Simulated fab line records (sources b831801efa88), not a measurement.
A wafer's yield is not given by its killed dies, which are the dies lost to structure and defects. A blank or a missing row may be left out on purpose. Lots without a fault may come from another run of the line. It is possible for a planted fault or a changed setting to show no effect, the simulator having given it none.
Which of the tools did it? :: flow sky130 :: Sampling: 10 lots, 30 wafers, 7 of 708 route steps

WHAT THE GAUGES SHOWED, per wafer
SKY_LDD_P_CD_MEAS_07: target cd 380 nm.
lot: L747
measured: day 19 13:48
on: cd sem-02
cd nm (nm): 382.1 383.0 384.2

lot: L749
measured: day 20 00:51
on: cd sem-02
cd nm (nm): 377.9 377.6 378.8

lot: L753
measured: day 21 13:49
on: cd sem-01
cd nm (nm): 379.1 381.1 385.6

lot: L756
measured: day 22 12:52
on: cd sem-01
cd nm (nm): 381.2 380.0 384.7

lot: L760
measured: day 23 23:09
on: cd sem-02
cd nm (nm): 382.9 378.9 380.4

lot: L759
measured: day 23 23:34
on: cd sem-02
cd nm (nm): 379.6 379.7 379.4

lot: L757
measured: day 24 00:38
on: cd sem-01
cd nm (nm): - - -

lot: L758
measured: day 24 00:43
on: cd sem-02
cd nm (nm): - - -

lot: L768
measured: day 27 04:37
on: cd sem-02
cd nm (nm): 377.7 379.3 381.2

lot: L769
measured: day 27 05:29
on: cd sem-01
cd nm (nm): 379.3 376.9 377.5

SKY_LDD_HVN_TW_MEAS_10.
lot: L747
measured: day 20 20:04
on: film metro-04
LDD_HVN_TW: 1439 1434 1438

lot: L749
measured: day 21 08:19
on: film metro-04
LDD_HVN_TW: 1422 1429 1438

lot: L753
measured: day 22 20:37
on: film metro-02
LDD_HVN_TW: 1437 1432 1436

lot: L756
measured: day 23 18:03
on: film metro-04
LDD_HVN_TW: 1435 1443 1442

lot: L760
measured: day 25 05:37
on: film metro-04
LDD_HVN_TW: 1421 1431 1430

lot: L759
measured: day 25 06:07
on: film metro-02
LDD_HVN_TW: 1438 1445 1429

lot: L757
measured: day 25 07:06
on: film metro-02
LDD_HVN_TW: 1468 1469 1471

lot: L758
measured: day 25 07:26
on: film metro-04
LDD_HVN_TW: 1461 1466 1469

lot: L768
measured: day 28 09:49
on: film metro-03
LDD_HVN_TW: 1428 1429 1426

lot: L769
measured: day 28 10:25
on: film metro-04
LDD_HVN_TW: 1435 1438 1432

SKY_LDD_HVP_OVL_MEAS_07.
lot: L747
measured: day 22 03:13
on: overlay-02
LDD_HVP_OVL (nm): -0.2 -0.3 -2.0

lot: L749
measured: day 22 15:07
on: overlay-01
LDD_HVP_OVL (nm): -1.0 -1.6 -0.5

lot: L753
measured: day 24 01:34
on: overlay-02
LDD_HVP_OVL (nm): -1.7 -0.6 -1.7

lot: L756
measured: day 24 23:31
on: overlay-02
LDD_HVP_OVL (nm): -1.7 0.5 -0.6

lot: L760
measured: day 26 10:58
on: overlay-01
LDD_HVP_OVL (nm): -2.2 -1.6 -0.8

lot: L759
measured: day 26 11:49
on: overlay-01
LDD_HVP_OVL (nm): -1.8 -2.6 -2.1

lot: L757
measured: day 26 12:40
on: overlay-02
LDD_HVP_OVL (nm): 0.8 0.4 -0.6

lot: L758
measured: day 26 12:59
on: overlay-01
LDD_HVP_OVL (nm): -2.6 -2.7 -4.9

lot: L768
measured: day 29 13:22
on: overlay-02
LDD_HVP_OVL (nm): -1.3 1.2 -0.9

lot: L769
measured: day 29 14:25
on: overlay-02
LDD_HVP_OVL (nm): 0.1 -1.9 -1.3

SKY_LDD_HVP_TW_MEAS_10.
lot: L747
measured: day 22 03:30
on: film metro-02
LDD_HVP_TW: 454.0 454.0 454.2

lot: L749
measured: day 22 15:24
on: film metro-01
LDD_HVP_TW: 454.7 453.4 455.4

lot: L753
measured: day 24 01:51
on: film metro-04
LDD_HVP_TW: 458.2 458.2 455.4

lot: L756
measured: day 24 23:48
on: film metro-01
LDD_HVP_TW: 455.5 457.3 455.4

lot: L760
measured: day 26 11:15
on: film metro-04
LDD_HVP_TW: 453.1 452.7 454.4

lot: L759
measured: day 26 12:06
on: film metro-02
LDD_HVP_TW: 455.0 455.2 454.7

lot: L757
measured: day 26 12:56
on: film metro-04
LDD_HVP_TW: 692.2 690.4 695.5

lot: L758
measured: day 26 13:16
on: film metro-01
LDD_HVP_TW: 698.5 698.8 699.1

lot: L768
measured: day 29 13:40
on: film metro-02
LDD_HVP_TW: 461.2 462.7 458.4

lot: L769
measured: day 29 14:43
on: film metro-02
LDD_HVP_TW: 456.6 458.2 456.4

WHAT TOOL EACH LOT RAN ON (gives the tool, then ch and the chambers of the sampled wafers, and finally the start)
lot: L747
SKY_LDD_N_STRIP_16: plasma asher-02 ch 0,1, day 18 08:52
SKY_LDD_P_COAT_02: litho track-03 ch 0, day 18 22:44
SKY_LDD_HVN_STRIP_09: plasma asher-02 ch 0,1, day 20 19:57

lot: L749
SKY_LDD_N_STRIP_16: plasma asher-04 ch 0,1, day 18 18:47
SKY_LDD_P_COAT_02: litho track-01 ch 0, day 19 10:18
SKY_LDD_HVN_STRIP_09: plasma asher-02 ch 0,1, day 21 08:13

lot: L753
SKY_LDD_N_STRIP_16: plasma asher-01 ch 0,1, day 20 07:02
SKY_LDD_P_COAT_02: litho track-01 ch 0, day 20 22:59
SKY_LDD_HVN_STRIP_09: plasma asher-03 ch 1, day 22 20:31

lot: L756
SKY_LDD_N_STRIP_16: plasma asher-01 ch 0,1, day 21 06:24
SKY_LDD_P_COAT_02: litho track-03 ch 0, day 21 20:49
SKY_LDD_HVN_STRIP_09: plasma asher-04 ch 0,1, day 23 17:57

lot: L760
SKY_LDD_N_STRIP_16: plasma asher-02 ch 0,1, day 22 17:09
SKY_LDD_P_COAT_02: litho track-01 ch 0, day 23 07:42
SKY_LDD_HVN_STRIP_09: plasma asher-04 ch 0,1, day 25 05:30

lot: L759
SKY_LDD_N_STRIP_16: plasma asher-01 ch 0,1, day 22 18:14
SKY_LDD_P_COAT_02: litho track-04 ch 0, day 23 08:25
SKY_LDD_HVN_STRIP_09: plasma asher-03 ch 0,1, day 25 06:01

lot: L757
SKY_LDD_N_STRIP_16: plasma asher-02 ch 0,1, day 22 18:49
SKY_LDD_P_COAT_02: litho track-04, day 23 09:19
SKY_LDD_HVN_STRIP_09: plasma asher-03 ch 0,1, day 25 07:00

lot: L758
SKY_LDD_N_STRIP_16: plasma asher-01 ch 0,1, day 22 19:12
SKY_LDD_P_COAT_02: litho track-03, day 23 09:23
SKY_LDD_HVN_STRIP_09: plasma asher-04 ch 0,1, day 25 07:20

lot: L768
SKY_LDD_N_STRIP_16: plasma asher-04 ch 0,1, day 25 23:11
SKY_LDD_P_COAT_02: litho track-04 ch 0, day 26 13:37
SKY_LDD_HVN_STRIP_09: plasma asher-03 ch 0,1, day 28 09:44

lot: L769
SKY_LDD_N_STRIP_16: plasma asher-01 ch 0,1, day 26 00:24
SKY_LDD_P_COAT_02: litho track-01 ch 0, day 26 14:48
SKY_LDD_HVN_STRIP_09: plasma asher-03 ch 1, day 28 10:18
- SKY_LDD_N_STRIP_16: strips in O2/N2.
- SKY_LDD_P_COAT_02: resist thk 1140 nm.
- SKY_LDD_HVN_STRIP_09: strips in O2/N2.

AS READ BY THE TOOLS THEMSELVES (means over the sampled wafers that have a number; for cases with no such wafer, the mark the record gives instead)
SKY_LDD_N_STRIP_16.
lot: L747
tool: plasma asher-02
drypump motor current A (A): 5.42
n2 flow sccm (sccm): 299.6
o2 flow sccm (sccm): 3004
oes product au (a.u.): 0.404
strip time to endpoint s (s): 4.301

lot: L749
tool: plasma asher-04
drypump motor current A (A): 5.22
n2 flow sccm (sccm): 300.2
o2 flow sccm (sccm): 2999
oes product au (a.u.): 0.408
strip time to endpoint s (s): 4.315

lot: L753
tool: plasma asher-01
drypump motor current A (A): 5.03
n2 flow sccm (sccm): 300.2
o2 flow sccm (sccm): 2989
oes product au (a.u.): 0.404
strip time to endpoint s (s): 4.335

lot: L756
tool: plasma asher-01
drypump motor current A (A): 5.05
n2 flow sccm (sccm): 299.6
o2 flow sccm (sccm): 3011
oes product au (a.u.): 0.413
strip time to endpoint s (s): 4.307

lot: L760
tool: plasma asher-02
drypump motor current A (A): 5.43
n2 flow sccm (sccm): 299.8
o2 flow sccm (sccm): 3003
oes product au (a.u.): 0.404
strip time to endpoint s (s): 4.291

lot: L759
tool: plasma asher-01
drypump motor current A (A): 5.05
n2 flow sccm (sccm): 299.5
o2 flow sccm (sccm): 3000
oes product au (a.u.): 0.406
strip time to endpoint s (s): 4.314

lot: L757
tool: plasma asher-02
drypump motor current A (A): 5.18
n2 flow sccm (sccm): 299.5
o2 flow sccm (sccm): 2993
oes product au (a.u.): 0.412
strip time to endpoint s (s): 4.313

lot: L758
tool: plasma asher-01
drypump motor current A (A): 5.06
n2 flow sccm (sccm): 299.2
o2 flow sccm (sccm): 2995
oes product au (a.u.): 0.404
strip time to endpoint s (s): 4.294

lot: L768
tool: plasma asher-04
drypump motor current A (A): 5.31
n2 flow sccm (sccm): 301.1
o2 flow sccm (sccm): 2997
oes product au (a.u.): 0.406
strip time to endpoint s (s): 4.309

lot: L769
tool: plasma asher-01
drypump motor current A (A): 5.07
n2 flow sccm (sccm): 299.2
o2 flow sccm (sccm): 2995
oes product au (a.u.): 0.406
strip time to endpoint s (s): 4.319

SKY_LDD_P_COAT_02.
lot: L747
tool: litho track-03
chill plate temp C (C): 23.01
dispense pressure kPa (kPa): 44.3

lot: L749
tool: litho track-01
chill plate temp C (C): 23.22
dispense pressure kPa (kPa): 46.4

lot: L753
tool: litho track-01
chill plate temp C (C): 23.03
dispense pressure kPa (kPa): 46.3

lot: L756
tool: litho track-03
chill plate temp C (C): 22.94
dispense pressure kPa (kPa): 44.3

lot: L760
tool: litho track-01
chill plate temp C (C): 22.98
dispense pressure kPa (kPa): 46.3

lot: L759
tool: litho track-04
chill plate temp C (C): 23.02
dispense pressure kPa (kPa): 47.0

lot: L757
tool: litho track-04
chill plate temp C (C): -
dispense pressure kPa (kPa): -

lot: L758
tool: litho track-03
chill plate temp C (C): -
dispense pressure kPa (kPa): -

lot: L768
tool: litho track-04
chill plate temp C (C): 23.05
dispense pressure kPa (kPa): 47.0

lot: L769
tool: litho track-01
chill plate temp C (C): 23.10
dispense pressure kPa (kPa): 46.3

SKY_LDD_HVN_STRIP_09.
lot: L747
tool: plasma asher-02
drypump motor current A (A): 5.2
n2 flow sccm (sccm): 300.9
o2 flow sccm (sccm): 2999
oes product au (a.u.): 0.406
strip time to endpoint s (s): 4.120

lot: L749
tool: plasma asher-02
drypump motor current A (A): 5.4
n2 flow sccm (sccm): 300.4
o2 flow sccm (sccm): 2994
oes product au (a.u.): 0.409
strip time to endpoint s (s): 4.119

lot: L753
tool: plasma asher-03
drypump motor current A (A): 5.3
n2 flow sccm (sccm): 299.9
o2 flow sccm (sccm): 3005
oes product au (a.u.): 0.407
strip time to endpoint s (s): 4.116

lot: L756
tool: plasma asher-04
drypump motor current A (A): 5.2
n2 flow sccm (sccm): 300.3
o2 flow sccm (sccm): 2992
oes product au (a.u.): 0.411
strip time to endpoint s (s): 4.138

lot: L760
tool: plasma asher-04
drypump motor current A (A): 5.2
n2 flow sccm (sccm): 299.2
o2 flow sccm (sccm): 2997
oes product au (a.u.): 0.409
strip time to endpoint s (s): 4.149

lot: L759
tool: plasma asher-03
drypump motor current A (A): 5.6
n2 flow sccm (sccm): 299.4
o2 flow sccm (sccm): 3008
oes product au (a.u.): 0.408
strip time to endpoint s (s): 4.136

lot: L757
tool: plasma asher-03
drypump motor current A (A): 5.8
n2 flow sccm (sccm): 299.9
o2 flow sccm (sccm): 2999
oes product au (a.u.): 0.410
strip time to endpoint s (s): 4.143

lot: L758
tool: plasma asher-04
drypump motor current A (A): 5.2
n2 flow sccm (sccm): 299.1
o2 flow sccm (sccm): 2994
oes product au (a.u.): 0.410
strip time to endpoint s (s): 4.142

lot: L768
tool: plasma asher-03
drypump motor current A (A): 5.8
n2 flow sccm (sccm): 300.3
o2 flow sccm (sccm): 2996
oes product au (a.u.): 0.406
strip time to endpoint s (s): 4.142

lot: L769
tool: plasma asher-03
drypump motor current A (A): 5.4
n2 flow sccm (sccm): 300.2
o2 flow sccm (sccm): 3005
oes product au (a.u.): 0.412
strip time to endpoint s (s): 4.137

THE ANSWER, worked out from the rows above alone
Rule: the usual values come from the lots themselves. The widest of any qualifying gaps counts: lots, ordered by their means at a reading, are off when they make up no more than a third of the lots, leave a main group of 4 or more, and stand apart from it by 3 or more times the standard deviation of that group's means. Not used: any main group whose means are identical at the precision the tables above print for the reading. Also off: a lot with no number at a reading for which 4 or more lots have one. Any other lot the step has rows for is counted as sound. First the gauges in route order, then the tools' own readings, where a lot's mean is used as printed above. The first step at which some lot is off is used, and at that step the reading that is off furthest; a lot without a number counts as furthest.
Off, at SKY_LDD_P_CD_MEAS_07 on cd nm: L757, L758. Without a number there: L757, L758. The main group: mean 380.3 nm, standard deviation 1.8.
A tool fits if, at a process step before that reading, it ran every lot that is off, and no sound lot after the first of them. The gauges at SKY_LDD_P_CD_MEAS_07 aren't tried: what is off there is off at SKY_LDD_HVN_TW_MEAS_10 too, on other tools, and a gauge's error can't cause that. Of those tried, none fits.

WHAT THE SIMULATOR HAD PUT IN
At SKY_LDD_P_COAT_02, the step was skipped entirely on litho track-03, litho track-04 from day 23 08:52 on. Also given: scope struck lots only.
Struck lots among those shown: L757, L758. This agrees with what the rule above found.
